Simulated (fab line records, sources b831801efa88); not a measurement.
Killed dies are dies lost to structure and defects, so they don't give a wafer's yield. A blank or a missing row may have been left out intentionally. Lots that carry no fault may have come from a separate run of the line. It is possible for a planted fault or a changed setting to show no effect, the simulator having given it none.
fab line records	flow sky130
[record] lots = 12	wafers = 36	lastDay = 50
route steps=708 shown METAL3@566 VIA3@580 PAD_OPEN@708
lots untouched by any fault: they come from a run of this same line in which no faults occurred
startH: start of the lot's first displayed wafer, in hours after the record's first day	waitH: time in hours since the lot's previous step	" as in the row above	L1.1+2: one row covering several wafers at once	- value missing, or start not given	* or withheld: withheld	< > ~ a bound
route shown NAME@n: a module of which the file shows steps, and the number in the route of the first	usual: the fault-free wafers' mean and standard deviation	same: alike in all rows	chamber/n: place in a boat	sites: each site's reading	_std_site: standard deviation of those values	_edge_site: mean of outer sites minus mean of inner sites	radiusMm: how far each site lies from the wafer's centre	mask NAME#n: copy n	behind: the last tool/chamber to shape the wafer	hold: cause of the lot's hold/its duration in hours/its outcome	device: whichever transistor did not switch (one of n, p or np)	end of line: tests of these same wafers at the route's end	for a step that has no rows: nothing shown but its recipe	killed: count of dies lost to structure and defects at first sort (not the wafer's yield)	map: a wafer's dies, x killed, . not, _ none there
set.NAME: the run value of the setting; set.NAME@STEP: its run value at that earlier step	model.NAME: the simulator's own value behind a step, which no gauge read
route steps across a sampled set of lots; one table per step, one row per wafer
services: the hour from which a tool's chamber was out of use, counted from the record's first day as startH (under 0 if before that day), plus the number of hours and why
[[steps]]
[step SKY_METAL3_ETCH_16]
[recipe] chemistry = N2/H2	target = BARC	ionEnergyEv = 200	biasW = 100	pressureMtorr = 30	n2FlowSccm = 100	h2FlowSccm = 200	icpW = 500	stopOn = SiO2	timeS = 88.2	targetDepthA = 600
[usual] drypumpMotorCurrentA = 5.9/0.35	oesProductAu = 0.625/0.0045	throttleValvePct = 13.204/0.0088
lot.wafer	tool	chamber	startH	waitH	drypumpMotorCurrentA	oesProductAu	rfHoursCounterH	throttleValvePct
L768.4	rieMetal-03	1	894.08	0.0	5.7	0.625	-	13.218
L768.5	"	0	"	"	6.3	0.626	-	13.195
L768.6	"	1	"	"	5.7	0.628	-	13.204
L769.2	rieMetal-04	1	901.91	0.0	6.3	0.627	8	13.196
L769.4	"	1	"	"	6.2	0.623	-	13.212
L769.5	"	0	"	"	5.5	0.623	-	13.183
L775.1	rieMetal-02	1	960.95	0.1	5.8	0.619	9	13.206
L775.2	"	1	"	"	5.8	0.614	-	13.206
L775.5	"	1	"	"	5.8	0.625	-	13.191
L777.3	rieMetal-04	0	969.18	0.0	5.5	0.626	-	13.209
L777.5	"	1	"	"	6.3	0.622	-	13.212
L777.6	"	0	"	"	5.5	0.631	-	13.199
L776.1	rieMetal-02	1	971.74	0.1	5.8	0.623	9	13.196
L776.3	"	1	"	"	5.8	0.623	-	13.204
L776.5	"	1	"	"	5.8	0.623	-	13.201
L780.3	rieMetal-03	1	987.93	0.0	5.7	0.619	-	13.185
L780.4	"	0	"	"	6.3	0.623	-	13.213
L780.6	"	0	"	"	6.3	0.632	-	13.197
L781.1	rieMetal-03	1	994.05	0.0	5.7	0.618	20	13.202
L781.2	"	0	"	"	6.3	0.625	15	13.200
L781.4	"	1	"	"	5.7	0.623	-	13.195
L786.1	rieMetal-04	1	1031.80	0.0	6.3	0.624	15	13.201
L786.5	"	1	"	"	6.3	0.616	-	13.194
L786.6	"	0	"	"	5.5	0.621	-	13.198
L787.3	rieMetal-04	0	1047.38	0.0	5.5	0.627	-	13.186
L787.4	"	1	"	"	6.2	0.619	-	13.205
L787.5	"	0	"	"	5.5	0.619	-	13.211
L789.1	rieMetal-02	0	1062.05	0.0	4.9	0.629	1	13.197
L789.3	"	0	"	"	4.9	0.626	-	13.222
L789.6	"	0	"	"	4.9	0.632	-	13.209
L788.1	rieMetal-03	1	1063.03	0.1	5.7	0.622	24	13.200
L788.3	"	1	"	"	5.7	0.631	-	13.211
L788.6	"	1	"	"	5.7	0.629	-	13.199
L790.1	rieMetal-03	1	1067.16	0.0	5.7	0.631	25	13.212
L790.2	"	0	"	"	6.4	0.618	20	13.212
L790.3	"	1	"	"	5.7	0.624	-	13.219
[step SKY_METAL3_METAL_ETCH_18]
[recipe] targetDepthA = 8450	stopOn = SiO2	overEtchFrac = 0.3	timeS = 183.1	chemistry = Cl2/BCl3	resistSidewallDeg = 88	pressureMtorr = 10	icpW = 900	biasW = 48.5	Cl2_flow_sccm = 60	bcl3FlowSccm = 30
[usual] drypumpMotorCurrentA = 5.8/0.4	oesProductAu = 0.866/0.006	throttleValvePct = 22.263/0.0088
lot.wafer	tool	chamber	startH	waitH	drypumpMotorCurrentA	oesProductAu	rfHoursCounterH	throttleValvePct
L768.4	rieMetal-02	0	894.22	0.1	4.9	0.871	-	22.260
L768.5	"	1	"	"	5.8	0.862	-	22.263
L768.6	"	0	"	"	4.9	0.876	-	22.268
L769.2	rieMetal-02	1	902.09	0.1	5.8	0.869	-	22.271
L769.4	"	1	"	"	5.8	0.866	-	22.261
L769.5	"	1	"	"	5.8	0.867	-	22.262
L775.1	rieMetal-04	1	961.17	0.0	6.3	0.868	11	22.262
L775.2	"	0	"	"	5.5	0.866	7	22.262
L775.5	"	0	"	"	5.5	0.866	-	22.283
L777.3	rieMetal-02	1	969.38	0.1	5.8	0.855	-	22.263
L777.5	"	1	"	"	5.8	0.860	-	22.258
L777.6	"	1	"	"	5.8	0.863	-	22.273
L776.1	rieMetal-03	1	971.96	0.0	5.7	0.854	19	22.257
L776.3	"	0	"	"	6.3	0.870	-	22.274
L776.5	"	0	"	"	6.3	0.859	-	22.252
L780.3	rieMetal-04	0	988.08	0.1	5.5	0.872	-	22.270
L780.4	"	1	"	"	6.2	0.863	-	22.253
L780.6	"	1	"	"	6.2	0.862	-	22.263
L781.1	rieMetal-04	0	994.17	0.0	5.5	0.874	9	22.257
L781.2	"	1	"	"	6.2	0.870	13	22.274
L781.4	"	0	"	"	5.4	0.881	-	22.264
L786.1	rieMetal-02	1	1031.92	0.0	5.8	0.870	14	22.257
L786.5	"	0	"	"	4.9	0.865	-	22.258
L786.6	"	1	"	"	5.8	0.863	-	22.257
L787.3	rieMetal-03	0	1047.53	0.1	6.3	0.872	-	22.267
L787.4	"	1	"	"	5.7	0.868	-	22.268
L787.5	"	0	"	"	6.3	0.865	-	22.278
L789.1	rieMetal-04	0	1062.17	0.0	5.5	0.864	12	22.286
L789.3	"	0	"	"	5.5	0.870	-	22.267
L789.6	"	0	"	"	5.5	0.874	-	22.266
L788.1	rieMetal-02	0	1063.25	0.0	4.9	0.861	2	22.272
L788.3	"	0	"	"	4.9	0.867	-	22.268
L788.6	"	0	"	"	4.9	0.864	-	22.242
L790.1	rieMetal-02	1	1067.28	0.0	5.8	0.866	16	22.276
L790.2	"	0	"	"	4.9	0.870	2	22.265
L790.3	"	0	"	"	4.9	0.875	-	22.255
[step SKY_VIA3_COAT_07]
[recipe] resist = KrF-thick	spinRpm = 3000	resistThkNm = 450
[usual] chillPlateTempC = 23.02/0.092	spinSpeedRpm = 3000.2/1.8
lot.wafer	tool	chamber	startH	waitH	chillPlateTempC	spinSpeedRpm
L768.4	lithoTrack-02	0	908	-	23.01	3000.9
L768.5	"	0	"	"	23.05	2999.1
L768.6	"	0	"	"	23.13	3000.3
L769.2	lithoTrack-04	0	915	-	23.02	2999.8
L769.4	"	0	"	"	22.94	3000.3
L769.5	"	0	"	"	23.08	3000.5
L775.1	lithoTrack-04	0	974	-	23.02	3086.5
L775.2	"	0	"	"	23.02	3082.5
L775.5	"	0	"	"	22.83	3084.1
L777.3	lithoTrack-04	0	982	-	23.11	3088.4
L777.5	"	0	"	"	23.09	3084.0
L777.6	"	0	"	"	23.08	3089.0
L776.1	lithoTrack-04	0	984	-	22.99	3087.5
L776.3	"	0	"	"	22.97	3087.0
L776.5	"	0	"	"	23.15	3090.5
L780.3	lithoTrack-01	0	1000	-	22.91	3001.7
L780.4	"	0	"	"	23.08	3001.4
L780.6	"	0	"	"	23.07	2999.4
L781.1	lithoTrack-02	0	1006	-	23.09	3001.2
L781.2	"	0	"	"	22.97	3000.1
L781.4	"	0	"	"	23.06	3002.4
L786.1	lithoTrack-02	0	1044	-	23.21	3000.3
L786.5	"	0	"	"	22.92	3003.0
L786.6	"	0	"	"	22.91	3000.6
L787.3	lithoTrack-01	0	1059	-	22.91	3002.3
L787.4	"	0	"	"	23.08	3001.3
L787.5	"	0	"	"	23.04	3000.6
L789.1	lithoTrack-01	0	1072	-	22.93	3003.1
L789.3	"	0	1073	-	22.87	2996.3
L789.6	"	0	"	"	23.09	3000.2
L788.1	lithoTrack-02	0	1074	-	23.01	3003.8
L788.3	"	0	"	"	23.18	3002.4
L788.6	"	0	"	"	23.07	3000.9
L790.1	lithoTrack-04	0	1078	-	23.17	2997.6
L790.2	"	0	"	"	23.01	3000.1
L790.3	"	0	"	"	22.90	2999.0
[step SKY_VIA3_RS_MEAS_22]
[recipe] thkMeasGauge = four-point-probe	reads = W_of_VIA3_CVD_21+TiN_of_VIA3_SPUTTER_20
[usual] VIA3_W_RS = 0.2934/0.0025
lot.wafer	tool	chamber	startH	waitH	VIA3_W_RS[ohm/sq]
L768.4	filmMetro-04	-	921.70	0.1	0.2902
L768.5	"	-	"	"	0.2909
L768.6	"	-	"	"	0.2925
L769.2	filmMetro-01	-	929.32	0.1	0.2967
L769.4	"	-	"	"	0.2900
L769.5	"	-	"	"	0.2925
L775.1	filmMetro-01	-	987.60	0.1	0.2923
L775.2	"	-	"	"	0.2913
L775.5	"	-	"	"	0.2939
L777.3	filmMetro-02	-	995.44	0.2	0.2893
L777.5	"	-	"	"	0.2950
L777.6	"	-	"	"	0.2910
L776.1	filmMetro-02	-	997.70	0.1	0.2947
L776.3	"	-	"	"	0.2917
L776.5	"	-	"	"	0.2950
L780.3	filmMetro-04	-	1012.94	0.1	0.2951
L780.4	"	-	"	"	0.2962
L780.6	"	-	"	"	0.2962
L781.1	filmMetro-01	-	1019.19	0.1	0.2883
L781.2	"	-	"	"	0.2902
L781.4	"	-	"	"	0.2878
L786.1	filmMetro-01	-	1056.20	0.1	0.2913
L786.5	"	-	"	"	0.2930
L786.6	"	-	"	"	0.2968
L787.3	filmMetro-01	-	1071.52	0.1	0.2922
L787.4	"	-	"	"	0.2921
L787.5	"	-	"	"	0.2935
L789.1	filmMetro-02	-	1085.50	0.1	0.2969
L789.3	"	-	"	"	0.2946
L789.6	"	-	"	"	0.2966
L788.1	filmMetro-02	-	1086.31	0.1	0.2914
L788.3	"	-	"	"	0.2927
L788.6	"	-	"	"	0.2912
L790.1	filmMetro-04	-	1090.32	0.1	0.2973
L790.2	"	-	"	"	0.2934
L790.3	"	-	"	"	0.2902
[step SKY_PAD_OPEN_PROBE_99]
[usual] defectLimitedYield = 82.7/1.9	killed_at_M0_to_M3 = 43/6.6	killed_at_M4_up = 3.1/1.6	killedAtContacts = 23/5.6	killedAtFrontEnd = 15/4.2	killedAtOther = 0.2/0.43	killedDies = 85/9.3	killedOpen = 46/6.6	killedShort = 39/6.2	sort_bin_3_pad_short = 0.8/0.37	sort_bin_5_function = 10.2/1.5	sort_bin_6_memory = 6.2/1.1	sortNPass = 407/9.3	sortYieldPct = 82.7/1.9
[same] grossDies = 492	killedAtBackSide = 0	sort_bin_4_leakage[%] = 0	sort_bin_8_speed[%] = 0
lot.wafer	tool	chamber	startH	waitH	defectLimitedYield[%]	killed_at_M0_to_M3	killed_at_M4_up	killedAtContacts	killedAtFrontEnd	killedAtOther	killedDies	killedOpen	killedShort	sort_bin_3_pad_short[%]	sort_bin_5_function[%]	sort_bin_6_memory[%]	sortNPass	sortYieldPct[%]
L769.2	prober-01	-	1073.31	0.1	81.1	49	5	24	15	0	93	47	46	0.6	11.0	7.3	399	81.1
L769.4	prober-01	-	1073.41	0.2	84.3	53	2	10	11	1	77	51	26	0.8	10.0	4.9	415	84.3
L769.5	prober-01	-	1073.46	0.2	80.9	51	3	23	17	0	94	52	42	0.6	10.8	7.7	398	80.9
L775.1	prober-01	-	1121.18	0.1	83.7	47	3	21	9	0	80	38	42	1.8	9.1	5.3	412	83.7
L775.2	prober-01	-	1121.23	0.1	84.3	36	2	30	9	0	77	42	35	0.8	8.7	6.1	415	84.3
L775.5	prober-01	-	1121.38	0.2	84.3	38	4	24	11	0	77	42	35	0.8	10.0	4.9	415	84.3
L780.3	prober-02	-	1143.50	0.2	80.9	46	2	28	17	1	94	49	45	1.0	12.2	5.9	398	80.9
L780.4	prober-02	-	1143.55	0.2	81.7	36	4	26	24	0	90	47	43	0.4	11.8	6.1	402	81.7
L780.6	prober-02	-	1143.65	0.2	79.5	44	4	38	15	0	101	46	55	0.8	12.4	7.3	391	79.5
// killed by level:class
L769.2 VIA1:geometricParticle:open=12 VIA1:geometricParticle:short=9 CONTACT:geometricParticle:open=8 METAL1:geometricParticle:short=8 VIA3:geometricParticle:open=7 LI_CONTACT:geometricParticle:short=6 POLY_GATE:geometricParticle:short=5 CONTACT:geometricParticle:short=4
L769.4 VIA1:geometricParticle:open=18 VIA2:geometricParticle:open=9 VIA3:geometricParticle:open=8 POLY_GATE:geometricParticle:open=5 CONTACT:geometricParticle:open=5 VIA1:geometricParticle:short=5 METAL2:geometricParticle:short=4 METAL1:geometricParticle:short=3
L769.5 VIA2:geometricParticle:open=11 VIA1:geometricParticle:open=9 LI_CONTACT:geometricParticle:open=8 CONTACT:geometricParticle:open=6 FIELD_ISO:geometricParticle:short=5 POLY_GATE:geometricParticle:open=5 METAL2:geometricParticle:short=5 VIA1:geometricParticle:short=5
L775.1 VIA3:geometricParticle:open=10 VIA1:geometricParticle:open=7 VIA2:geometricParticle:open=6 VIA1:geometricParticle:short=6 METAL2:geometricParticle:short=6 LI_CONTACT:geometricParticle:open=5 LOCAL_INTERCONNECT:geometricParticle:short=5 CONTACT:geometricParticle:short=5
L775.2 LI_CONTACT:geometricParticle:open=14 CONTACT:geometricParticle:open=7 VIA1:geometricParticle:open=7 METAL2:geometricParticle:short=6 VIA3:geometricParticle:open=5 LOCAL_INTERCONNECT:geometricParticle:short=4 METAL1:geometricParticle:short=4 VIA1:geometricParticle:short=4
L775.5 VIA1:geometricParticle:open=11 CONTACT:geometricParticle:open=9 VIA2:geometricParticle:open=8 LOCAL_INTERCONNECT:geometricParticle:short=5 CONTACT:geometricParticle:short=5 FIELD_ISO:geometricParticle:short=4 LI_CONTACT:geometricParticle:open=4 METAL1:geometricParticle:short=4
L780.3 CONTACT:geometricParticle:open=12 METAL2:geometricParticle:short=10 VIA1:geometricParticle:open=10 CONTACT:geometricParticle:short=7 FIELD_ISO:geometricParticle:short=6 FIELD_ISO:geometricParticle:open=5 VIA2:geometricParticle:open=5 VIA3:geometricParticle:open=5
L780.4 CONTACT:geometricParticle:open=11 FIELD_ISO:geometricParticle:short=7 CONTACT:geometricParticle:short=7 VIA1:geometricParticle:open=7 METAL2:geometricParticle:short=7 POLY_GATE:geometricParticle:open=6 POLY_GATE:geometricParticle:short=4 LI_CONTACT:geometricParticle:open=4
L780.6 CONTACT:geometricParticle:open=13 METAL2:geometricParticle:short=12 VIA1:geometricParticle:open=8 CONTACT:geometricParticle:short=7 LOCAL_INTERCONNECT:geometricParticle:short=6 FIELD_ISO:geometricParticle:short=5 VIA2:geometricParticle:open=5 LI_CONTACT:geometricParticle:short=4
[[services]]
tool	chamber	startH	hours	kind
rieMetal-03	-	881.98	1.2	repair
rieMetal-02	0	898.25	75.1	repair
rieMetal-03	-	953.10	2.8	pm
rieMetal-02	0	1011.68	-	clean
rieMetal-02	0	1011.68	17.8	scheduledDown
rieMetal-02	0	1011.68	17.8	ventCycle
rieMetal-03	-	1019.31	1.4	pm
rieMetal-02	-	1043.40	0.2	repair
rieMetal-03	0	1061.32	1.7	repair
[[key]]
[firstSign] step = SKY_VIA3_COAT_07	reading = spinSpeedRpm	direction = up	sigmas = 48	usual = 3000.2	struck = 3086.6
effect none on later readings
metAt SKY_VIA3_COAT_07
struckLots L775,L776,L777
notActingAt SKY_METAL3_ETCH_16,SKY_METAL3_METAL_ETCH_18,SKY_VIA3_RS_MEAS_22
onsetBetween 915 974
[fault] kind = processParameterDrift	tool = lithoTrack-04	chamber = -	onsetH = 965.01	steps = SKY_VIA3_COAT_07	channel = spinRpm	offset = 86.759	shape = step	endH = 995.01	actsIn = theseRecipesOnly	stated = 3000
